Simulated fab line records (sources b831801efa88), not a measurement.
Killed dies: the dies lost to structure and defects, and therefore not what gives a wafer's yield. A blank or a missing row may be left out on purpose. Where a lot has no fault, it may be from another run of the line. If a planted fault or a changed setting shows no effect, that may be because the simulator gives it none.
fab line records	flow sky130	part 1 of 2: steps 1 to 25 of 35
record lots=5	wafers=15	last_day=50
route steps=708 shown PWDE@46 NWELL@56
lots that met no fault: from a run of the same line without faults
start_h: hours from the record's first day to the start of the lot's first wafer shown	wait_h: how many hours have passed since the lot's step before this one	" the same as in the row above	L1.1+2: a row that stands for several wafers	- no value, or no start was given	* or withheld: withheld	< > ~ a bound
route shown NAME@n: names a module that has steps shown in the file, with the first one's number in the route	usual: mean and standard deviation over wafers with no fault	same: alike in all rows	chamber/n: place in a boat	sites: readings site by site	_std_site: standard deviation across them	_edge_site: inner sites' mean taken away from outer sites' mean	radius_mm: for every site, how far away it sits from the centre of the wafer	mask NAME#n: copy n	behind: tool/chamber where the wafer was last shaped	hold: reason for holding the lot/hours on hold/outcome of the hold	device: names the non-switching transistor (n, p or np)	end of line: the tests these same wafers got at the end of their route	for a step that has no rows: nothing shown but its recipe	killed: dies that structure and defects cost at the first sort, which is not the same as the wafer's yield	map: per-die view of a wafer (x killed, . not killed, _ where there is no die)
set.NAME: the setting that was run; set.NAME@STEP: the one run at that earlier step	model.NAME: the simulator's own value behind a step, which no gauge read
lots seen at some steps along the route; tables by step, rows by wafer
services: the hour from which a tool's chamber was out of use, counted from the record's first day as start_h (under 0 if before that day), plus the number of hours and why
## steps
# step SKY_PWDE_HMDS_01
# recipe prime_time_s=60	prime_temp_c=119.2
# usual chill_plate_temp_C=23.00/0.11
lot.wafer	tool	chamber	start_h	wait_h	chill_plate_temp_C
L078.1	litho_track-03	0	86.18	0.1	22.89
L078.2	"	0	"	"	22.92
L078.4	"	0	"	"	23.07
L085.1	litho_track-03	0	119.73	0.1	22.95
L085.5	"	0	"	"	22.95
L085.6	"	0	"	"	23.01
L089.2	litho_track-04	0	142.97	0.1	23.11
L089.3	"	0	"	"	22.98
L089.6	"	0	"	"	23.23
L095.3	litho_track-04	0	176.15	0.1	23.02
L095.4	"	0	"	"	23.16
L095.6	"	0	"	"	22.97
L097.2	litho_track-01	0	186.84	0.1	23.03
L097.3	"	0	"	"	23.12
L097.5	"	0	"	"	23.12
# step SKY_PWDE_COAT_02
# recipe spin_rpm=2000	resist_thk_nm=3000
# usual chill_plate_temp_C=23.00/0.11
lot.wafer	tool	chamber	start_h	wait_h	chill_plate_temp_C
L078.1	litho_track-03	0	86.33	0.1	23.00
L078.2	"	0	"	"	22.97
L078.4	"	0	"	"	22.87
L085.1	litho_track-03	0	119.88	0.1	22.98
L085.5	"	0	"	"	22.94
L085.6	"	0	"	"	22.99
L089.2	litho_track-04	0	143.12	0.1	23.20
L089.3	"	0	"	"	23.11
L089.6	"	0	"	"	23.01
L095.3	litho_track-04	0	176.30	0.1	22.92
L095.4	"	0	"	"	23.01
L095.6	"	0	"	"	22.75
L097.2	litho_track-01	0	186.99	0.1	23.03
L097.3	"	0	"	"	22.87
L097.5	"	0	"	"	23.01
# step SKY_PWDE_SOFTBAKE_03
# recipe temp_c=110	time_s=withheld
# usual chill_plate_temp_C=23.00/0.12	plate_temp_C=110.02/0.12
lot.wafer	tool	chamber	start_h	wait_h	chill_plate_temp_C	plate_temp_C
L078.1	litho_track-03	0	86.48	0.1	22.91	110.01
L078.2	"	0	"	"	22.95	109.98
L078.4	"	0	"	"	22.94	110.04
L085.1	litho_track-03	0	120.03	0.1	23.13	109.87
L085.5	"	0	"	"	23.12	109.87
L085.6	"	0	"	"	22.97	110.00
L089.2	litho_track-04	0	143.28	0.1	23.03	109.89
L089.3	"	0	"	"	23.08	110.01
L089.6	"	0	"	"	23.00	109.89
L095.3	litho_track-04	0	176.46	0.1	23.15	110.02
L095.4	"	0	"	"	22.95	110.04
L095.6	"	0	"	"	23.03	109.95
L097.2	litho_track-01	0	187.15	0.1	22.97	110.07
L097.3	"	0	"	"	22.95	110.20
L097.5	"	0	"	"	22.98	110.11
# step SKY_PWDE_EXPOSE_04
# recipe mask_id=PWDEM	na=0.6	source_shape=conventional	sigma_outer=0.6	polarization=unpolarized	target_cd_nm=840	dose_mj=214
lot.wafer	tool	chamber	start_h	wait_h	mask
L078.1+2+4	iline_stepper-01	0	-	-	PWDEM#0
L085.1+5+6	iline_stepper-02	0	-	-	PWDEM#0
L089.2+3+6	iline_stepper-01	0	-	-	PWDEM#0
L095.3+4+6	iline_stepper-02	0	-	-	PWDEM#0
L097.2+3+5	iline_stepper-02	0	-	-	PWDEM#0
# step SKY_PWDE_PEB_05
# recipe temp_c=115	time_s=withheld
# usual chill_plate_temp_C=22.96/0.093	plate_temp_C=115.03/0.11
lot.wafer	tool	chamber	start_h	wait_h	chill_plate_temp_C	plate_temp_C
L078.1	litho_track-01	0	-	-	22.82	115.00
L078.2	"	0	"	"	22.91	114.91
L078.4	"	0	"	"	22.98	114.99
L085.1	litho_track-03	0	-	-	22.92	115.06
L085.5	"	0	"	"	22.97	114.96
L085.6	"	0	"	"	22.92	115.17
L089.2	litho_track-03	0	-	-	23.04	115.15
L089.3	"	0	"	"	22.83	115.15
L089.6	"	0	"	"	23.01	115.03
L095.3	litho_track-01	0	-	-	23.11	114.89
L095.4	"	0	"	"	22.97	114.95
L095.6	"	0	"	"	22.94	114.83
L097.2	litho_track-04	0	-	-	23.03	115.02
L097.3	"	0	"	"	23.00	115.10
L097.5	"	0	"	"	23.09	115.18
# step SKY_PWDE_DEVELOP_06
# recipe wall_angle_deg=90	developer=TMAH	develop_time_s=60	dev_temp_c=23
# usual chill_plate_temp_C=23.01/0.095
lot.wafer	tool	chamber	start_h	wait_h	chill_plate_temp_C
L078.1	litho_track-01	0	-	-	23.23
L078.2	"	0	"	"	23.13
L078.4	"	0	"	"	22.99
L085.1	litho_track-03	0	-	-	23.01
L085.5	"	0	"	"	22.99
L085.6	"	0	"	"	23.02
L089.2	litho_track-03	0	-	-	23.13
L089.3	"	0	"	"	23.04
L089.6	"	0	"	"	22.81
L095.3	litho_track-01	0	-	-	22.99
L095.4	"	0	"	"	22.97
L095.6	"	0	"	"	22.86
L097.2	litho_track-04	0	-	-	23.07
L097.3	"	0	"	"	22.93
L097.5	"	0	"	"	23.06
# step SKY_PWDE_OVL_MEAS_07
# usual PWDE_OVL=-0.2/1.6
lot.wafer	tool	chamber	start_h	wait_h	PWDE_OVL[nm]
L078.1	overlay-01	-	95.32	-	-0.1
L078.2	"	-	"	"	-0.6
L078.4	"	-	"	"	0.3
L085.1	overlay-02	-	129.78	-	1.1
L085.5	"	-	"	"	1.1
L085.6	"	-	"	"	0.1
L089.2	overlay-01	-	153.03	-	-1.7
L089.3	"	-	"	"	-0.8
L089.6	"	-	"	"	-2.2
L095.3	overlay-02	-	186.68	-	-2.4
L095.4	"	-	"	"	-1.6
L095.6	"	-	"	"	-1.9
L097.2	overlay-02	-	197.00	-	0.4
L097.3	"	-	"	"	0.1
L097.5	"	-	"	"	2.0
# step SKY_PWDE_IMPLANT_08
# recipe species=B	energy_kev=150	dose_cm2=3.6e+12	tilt_deg=withheld
# usual beam_energy_keV=150.01/0.048
lot.wafer	tool	chamber	start_h	wait_h	beam_energy_keV
L078.1	implanter-03	0	95.35	0.0	149.99
L078.2	"	0	"	"	149.91
L078.4	"	0	"	"	149.98
L085.1	implanter-04	0	129.81	0.0	150.02
L085.5	"	0	"	"	150.05
L085.6	"	0	"	"	149.96
L089.2	implanter-01	0	153.09	0.0	150.08
L089.3	"	0	"	"	150.00
L089.6	"	0	"	"	150.15
L095.3	implanter-04	0	186.75	0.1	150.00
L095.4	"	0	"	"	150.03
L095.6	"	0	"	"	150.08
L097.2	implanter-03	0	197.06	0.0	150.04
L097.3	"	0	"	"	150.05
L097.5	"	0	"	"	150.07
# step SKY_PWDE_STRIP_09
# recipe chemistry=O2/N2	power_w=1400	pressure_mtorr=1500	platen_temp_c=withheld	o2_flow_sccm=3000	n2_flow_sccm=300	overash_fraction=0.5
# usual drypump_motor_current_A=5.68/0.27	oes_product_au=0.722/0.0044	strip_time_to_endpoint_s=36.95/0.1
lot.wafer	tool	chamber	start_h	wait_h	drypump_motor_current_A	oes_product_au	rf_hours_counter_h	strip_time_to_endpoint_s
L078.1	plasma_asher-01	1	95.50	0.1	5.59	0.724	29	37.05
L078.2	"	0	"	"	6.08	0.731	29	37.06
L078.4	"	0	"	"	6.09	0.730	-	37.08
L085.1	plasma_asher-04	0	129.96	0.1	5.81	0.718	39	37.11
L085.5	"	0	"	"	5.84	0.719	-	37.25
L085.6	"	1	"	"	5.78	0.726	-	37.15
L089.2	plasma_asher-03	1	153.21	0.1	5.11	0.720	3	36.98
L089.3	"	1	"	"	5.12	0.723	-	36.89
L089.6	"	0	"	"	5.43	0.723	-	36.84
L095.3	plasma_asher-04	0	186.88	0.1	5.82	0.719	-	36.88
L095.4	"	1	"	"	5.76	0.721	-	36.96
L095.6	"	0	"	"	5.80	0.723	-	36.97
L097.2	plasma_asher-04	1	197.18	0.1	5.75	0.726	46	36.91
L097.3	"	1	"	"	5.74	0.725	-	36.80
L097.5	"	1	"	"	5.74	0.720	-	36.90
# step SKY_PWDE_TW_MEAS_10
# usual PWDE_TW=373.2/1.9
lot.wafer	tool	chamber	start_h	wait_h	PWDE_TW
L078.1	film_metro-04	-	95.60	0.1	373.1
L078.2	"	-	"	"	371.5
L078.4	"	-	"	"	371.9
L085.1	film_metro-03	-	130.06	0.1	373.3
L085.5	"	-	"	"	372.8
L085.6	"	-	"	"	373.0
L089.2	film_metro-04	-	153.32	0.1	372.7
L089.3	"	-	"	"	372.2
L089.6	"	-	"	"	374.5
L095.3	film_metro-03	-	186.97	0.1	376.0
L095.4	"	-	"	"	375.1
L095.6	"	-	"	"	374.3
L097.2	film_metro-04	-	197.29	0.1	371.9
L097.3	"	-	"	"	373.0
L097.5	"	-	"	"	371.2
# step SKY_NWELL_DEHYDRATE_03
# recipe temp_c=200	time_s=60
# usual chill_plate_temp_C=23.00/0.11	plate_temp_C=200.00/0.16
lot.wafer	tool	chamber	start_h	wait_h	chill_plate_temp_C	plate_temp_C
L078.1	litho_track-04	0	103.90	8.3	22.97	199.92
L078.2	"	0	"	"	23.08	200.06
L078.4	"	0	"	"	22.83	199.89
L085.1	litho_track-02	0	138.42	8.4	23.01	199.52
L085.5	"	0	"	"	23.00	199.91
L085.6	"	0	"	"	22.94	199.90
L089.2	litho_track-01	0	162.54	9.2	23.04	199.88
L089.3	"	0	"	"	22.87	200.16
L089.6	"	0	"	"	22.98	199.64
L095.3	litho_track-01	0	196.27	9.3	23.02	199.92
L095.4	"	0	"	"	22.90	200.15
L095.6	"	0	"	"	23.22	199.90
L097.2	litho_track-02	0	206.20	8.9	23.04	199.95
L097.3	"	0	"	"	22.92	199.90
L097.5	"	0	"	"	23.00	199.80
# step SKY_NWELL_HMDS_04
# recipe prime_time_s=60	prime_temp_c=120
# usual chill_plate_temp_C=23.01/0.099
lot.wafer	tool	chamber	start_h	wait_h	chill_plate_temp_C
L078.1	litho_track-04	0	104.05	0.1	22.95
L078.2	"	0	"	"	23.02
L078.4	"	0	"	"	23.10
L085.1	litho_track-02	0	138.57	0.1	22.95
L085.5	"	0	"	"	22.97
L085.6	"	0	"	"	22.95
L089.2	litho_track-01	0	162.69	0.1	23.13
L089.3	"	0	"	"	23.12
L089.6	"	0	"	"	23.12
L095.3	litho_track-01	0	196.42	0.1	22.97
L095.4	"	0	"	"	23.10
L095.6	"	0	"	"	23.03
L097.2	litho_track-02	0	206.35	0.1	23.10
L097.3	"	0	"	"	23.16
L097.5	"	0	"	"	23.11
# step SKY_NWELL_COAT_05
# recipe spin_rpm=2000	resist_thk_nm=3000
# usual chill_plate_temp_C=22.99/0.11
lot.wafer	tool	chamber	start_h	wait_h	chill_plate_temp_C
L078.1	litho_track-04	0	104.20	0.1	22.91
L078.2	"	0	"	"	22.96
L078.4	"	0	"	"	22.89
L085.1	litho_track-02	0	138.72	0.1	23.05
L085.5	"	0	"	"	22.97
L085.6	"	0	"	"	23.09
L089.2	litho_track-01	0	162.84	0.1	23.06
L089.3	"	0	"	"	23.11
L089.6	"	0	"	"	23.10
L095.3	litho_track-01	0	196.57	0.1	23.00
L095.4	"	0	"	"	22.97
L095.6	"	0	"	"	22.72
L097.2	litho_track-02	0	206.50	0.1	22.85
L097.3	"	0	"	"	22.97
L097.5	"	0	"	"	22.98
# step SKY_NWELL_SOFTBAKE_06
# recipe temp_c=110	time_s=withheld
# usual chill_plate_temp_C=23.01/0.11	plate_temp_C=110.00/0.13
lot.wafer	tool	chamber	start_h	wait_h	chill_plate_temp_C	plate_temp_C
L078.1	litho_track-04	0	104.35	0.1	22.89	110.13
L078.2	"	0	"	"	22.89	109.99
L078.4	"	0	"	"	22.95	109.99
L085.1	litho_track-02	0	138.87	0.1	22.92	110.05
L085.5	"	0	"	"	23.04	110.09
L085.6	"	0	"	"	23.08	109.99
L089.2	litho_track-01	0	163.00	0.1	23.14	110.15
L089.3	"	0	"	"	23.06	110.14
L089.6	"	0	"	"	22.97	110.13
L095.3	litho_track-01	0	196.73	0.1	23.26	110.30
L095.4	"	0	"	"	23.12	110.09
L095.6	"	0	"	"	23.16	109.92
L097.2	litho_track-02	0	206.66	0.1	23.19	109.96
L097.3	"	0	"	"	23.09	110.02
L097.5	"	0	"	"	23.15	109.76
# step SKY_NWELL_EXPOSE_07
# recipe mask_id=NWM	na=0.6	source_shape=conventional	sigma_outer=0.6	polarization=unpolarized	target_cd_nm=840	dose_mj=255
lot.wafer	tool	chamber	start_h	wait_h	mask
L078.1+2+4	iline_stepper-02	0	-	-	NWM#0
L085.1+5+6	iline_stepper-02	0	-	-	NWM#0
L089.2+3+6	iline_stepper-02	0	-	-	NWM#0
L095.3+4+6	iline_stepper-02	0	-	-	NWM#0
L097.2+3+5	iline_stepper-01	0	-	-	NWM#0
# step SKY_NWELL_PEB_08
# recipe temp_c=115	time_s=withheld
# usual chill_plate_temp_C=22.99/0.097	plate_temp_C=114.99/0.12
lot.wafer	tool	chamber	start_h	wait_h	chill_plate_temp_C	plate_temp_C
L078.1	litho_track-02	0	-	-	22.86	114.89
L078.2	"	0	"	"	22.77	115.05
L078.4	"	0	"	"	22.86	114.95
L085.1	litho_track-02	0	-	-	23.15	114.91
L085.5	"	0	"	"	22.95	114.93
L085.6	"	0	"	"	23.06	114.94
L089.2	litho_track-01	0	-	-	23.06	115.16
L089.3	"	0	"	"	22.92	115.09
L089.6	"	0	"	"	23.03	115.13
L095.3	litho_track-02	0	-	-	22.79	114.83
L095.4	"	0	"	"	22.86	115.05
L095.6	"	0	"	"	23.06	114.91
L097.2	litho_track-01	0	-	-	22.87	114.97
L097.3	"	0	"	"	23.04	115.00
L097.5	"	0	"	"	22.98	114.86
# step SKY_NWELL_DEVELOP_09
# recipe wall_angle_deg=90	developer=TMAH	develop_time_s=60	dev_temp_c=23
# usual chill_plate_temp_C=23.01/0.098
lot.wafer	tool	chamber	start_h	wait_h	chill_plate_temp_C
L078.1	litho_track-02	0	-	-	23.12
L078.2	"	0	"	"	23.06
L078.4	"	0	"	"	23.10
L085.1	litho_track-02	0	-	-	23.03
L085.5	"	0	"	"	22.91
L085.6	"	0	"	"	23.04
L089.2	litho_track-01	0	-	-	23.07
L089.3	"	0	"	"	23.00
L089.6	"	0	"	"	22.88
L095.3	litho_track-02	0	-	-	22.84
L095.4	"	0	"	"	22.89
L095.6	"	0	"	"	22.98
L097.2	litho_track-01	0	-	-	23.05
L097.3	"	0	"	"	23.08
L097.5	"	0	"	"	23.03
# step SKY_NWELL_OVL_MEAS_10
# usual NWELL_00_OVL=0.8/1.3
lot.wafer	tool	chamber	start_h	wait_h	NWELL_00_OVL[nm]
L078.1	overlay-01	-	112.87	-	1.1
L078.2	"	-	"	"	2.4
L078.4	"	-	"	"	3.1
L085.1	overlay-02	-	149.12	-	3.0
L085.5	"	-	"	"	1.4
L085.6	"	-	"	"	2.0
L089.2	overlay-01	-	173.57	-	3.3
L089.3	"	-	"	"	1.7
L089.6	"	-	"	"	1.9
L095.3	overlay-02	-	206.19	-	1.0
L095.4	"	-	"	"	-0.5
L095.6	"	-	"	"	0.0
L097.2	overlay-01	-	217.77	-	0.0
L097.3	"	-	"	"	1.3
L097.5	"	-	"	"	1.2
# step SKY_NWELL_IMPLANT_11
# recipe species=P	energy_kev=400	dose_cm2=1.9e+13	tilt_deg=withheld
# usual beam_energy_keV=399.99/0.11
lot.wafer	tool	chamber	start_h	wait_h	beam_energy_keV
L078.1	implanter-02	0	112.91	0.0	400.12
L078.2	"	0	"	"	400.07
L078.4	"	0	"	"	400.00
L085.1	implanter-02	0	149.16	0.0	400.07
L085.5	"	0	"	"	400.00
L085.6	"	0	"	"	400.03
L089.2	implanter-04	0	173.63	0.0	399.97
L089.3	"	0	"	"	400.11
L089.6	"	0	"	"	400.10
L095.3	implanter-04	0	206.26	0.1	399.81
L095.4	"	0	"	"	399.89
L095.6	"	0	"	"	399.82
L097.2	implanter-03	0	217.83	0.0	399.91
L097.3	"	0	"	"	399.89
L097.5	"	0	"	"	400.06
# step SKY_NWELL_IMPLANT_12
# recipe species=P	energy_kev=120	dose_cm2=1.3e+12	tilt_deg=withheld
# usual beam_energy_keV=120.00/0.033
lot.wafer	tool	chamber	start_h	wait_h	beam_energy_keV
L078.1	implanter-02	0	113.06	0.1	120.01
L078.2	"	0	"	"	119.97
L078.4	"	0	"	"	120.01
L085.1	implanter-02	0	149.31	0.1	119.99
L085.5	"	0	"	"	119.96
L085.6	"	0	"	"	120.04
L089.2	implanter-04	0	173.78	0.1	119.95
L089.3	"	0	"	"	119.98
L089.6	"	0	"	"	120.02
L095.3	implanter-04	0	206.41	0.1	119.99
L095.4	"	0	"	"	119.98
L095.6	"	0	"	"	119.99
L097.2	implanter-03	0	217.98	0.1	120.07
L097.3	"	0	"	"	120.04
L097.5	"	0	"	"	120.02
# step SKY_NWELL_IMPLANT_13
# recipe species=P	energy_kev=50	dose_cm2=7e+11	tilt_deg=withheld
# usual beam_energy_keV=50.002/0.016
lot.wafer	tool	chamber	start_h	wait_h	beam_energy_keV
L078.1	implanter-02	0	113.21	0.1	50.007
L078.2	"	0	"	"	49.988
L078.4	"	0	"	"	49.999
L085.1	implanter-02	0	149.46	0.1	50.009
L085.5	"	0	"	"	50.005
L085.6	"	0	"	"	50.014
L089.2	implanter-04	0	173.93	0.1	49.979
L089.3	"	0	"	"	49.969
L089.6	"	0	"	"	49.973
L095.3	implanter-04	0	206.56	0.1	50.030
L095.4	"	0	"	"	50.006
L095.6	"	0	"	"	50.010
L097.2	implanter-03	0	218.13	0.1	50.019
L097.3	"	0	"	"	50.027
L097.5	"	0	"	"	50.007
# step SKY_NWELL_STRIP_14
# recipe chemistry=O2/N2	power_w=1400	pressure_mtorr=1500	platen_temp_c=withheld	o2_flow_sccm=3000	n2_flow_sccm=300	overash_fraction=0.5
# usual drypump_motor_current_A=5.58/0.19	oes_product_au=0.723/0.005	strip_time_to_endpoint_s=36.94/0.092
lot.wafer	tool	chamber	start_h	wait_h	drypump_motor_current_A	oes_product_au	rf_hours_counter_h	strip_time_to_endpoint_s
L078.1	plasma_asher-04	1	113.36	0.1	5.75	0.716	38	36.96
L078.2	"	0	"	"	5.82	0.714	38	36.99
L078.4	"	0	"	"	5.79	0.726	-	36.88
L085.1	plasma_asher-04	1	149.61	0.1	5.75	0.724	41	36.97
L085.5	"	1	"	"	5.74	0.732	-	36.91
L085.6	"	0	"	"	5.80	0.709	-	36.98
L089.2	plasma_asher-02	1	174.05	0.1	5.52	0.725	51	36.95
L089.3	"	0	"	"	5.64	0.717	-	36.83
L089.6	"	0	"	"	5.69	0.716	-	37.00
L095.3	plasma_asher-02	0	206.69	0.1	5.62	0.723	-	36.94
L095.4	"	1	"	"	5.51	0.729	-	37.00
L095.6	"	1	"	"	5.50	0.734	-	36.95
L097.2	plasma_asher-04	1	218.25	0.1	5.76	0.727	48	37.11
L097.3	"	1	"	"	5.75	0.720	-	37.00
L097.5	"	0	"	"	5.79	0.729	-	37.06
# step SKY_NWELL_TW_MEAS_15
# usual NWELL_TW=1816/10
lot.wafer	tool	chamber	start_h	wait_h	NWELL_TW
L078.1	film_metro-04	-	113.46	0.1	1801
L078.2	"	-	"	"	1807
L078.4	"	-	"	"	1806
L085.1	film_metro-02	-	149.71	0.1	1816
L085.5	"	-	"	"	1808
L085.6	"	-	"	"	1797
L089.2	film_metro-03	-	174.16	0.1	1829
L089.3	"	-	"	"	1834
L089.6	"	-	"	"	1834
L095.3	film_metro-04	-	206.78	0.1	1825
L095.4	"	-	"	"	1821
L095.6	"	-	"	"	1814
L097.2	film_metro-04	-	218.36	0.1	1810
L097.3	"	-	"	"	1806
L097.5	"	-	"	"	1818
# step SKY_NWELL_DEHYDRATE_16
# recipe temp_c=200	time_s=60
# usual chill_plate_temp_C=22.99/0.1	plate_temp_C=200.04/0.16
lot.wafer	tool	chamber	start_h	wait_h	chill_plate_temp_C	plate_temp_C
L078.1	litho_track-02	0	121.92	8.5	22.97	200.17
L078.2	"	0	"	"	23.01	200.18
L078.4	"	0	"	"	22.96	199.99
L085.1	litho_track-02	0	158.87	9.2	23.18	200.41
L085.5	"	0	"	"	23.01	200.25
L085.6	"	0	"	"	23.04	200.20
L089.2	litho_track-04	0	183.52	9.3	23.07	199.83
L089.3	"	0	"	"	22.92	199.70
L089.6	"	0	"	"	23.00	200.06
L095.3	litho_track-02	0	217.37	10.6	22.97	199.91
L095.4	"	0	"	"	22.96	199.67
L095.6	"	0	"	"	23.13	199.79
L097.2	litho_track-02	0	229.10	10.7	23.06	199.98
L097.3	"	0	"	"	23.00	199.83
L097.5	"	0	"	"	22.98	199.86
# step SKY_NWELL_HMDS_17
# recipe prime_time_s=60	prime_temp_c=120
# usual chill_plate_temp_C=23.01/0.12
lot.wafer	tool	chamber	start_h	wait_h	chill_plate_temp_C
L078.1	litho_track-02	0	122.07	0.1	23.09
L078.2	"	0	"	"	23.09
L078.4	"	0	"	"	22.97
L085.1	litho_track-02	0	159.02	0.1	23.00
L085.5	"	0	"	"	23.08
L085.6	"	0	"	"	23.17
L089.2	litho_track-04	0	183.67	0.1	22.98
L089.3	"	0	"	"	22.96
L089.6	"	0	"	"	22.93
L095.3	litho_track-02	0	217.52	0.1	23.03
L095.4	"	0	"	"	22.89
L095.6	"	0	"	"	23.08
L097.2	litho_track-02	0	229.25	0.1	23.03
L097.3	"	0	"	"	23.23
L097.5	"	0	"	"	22.97
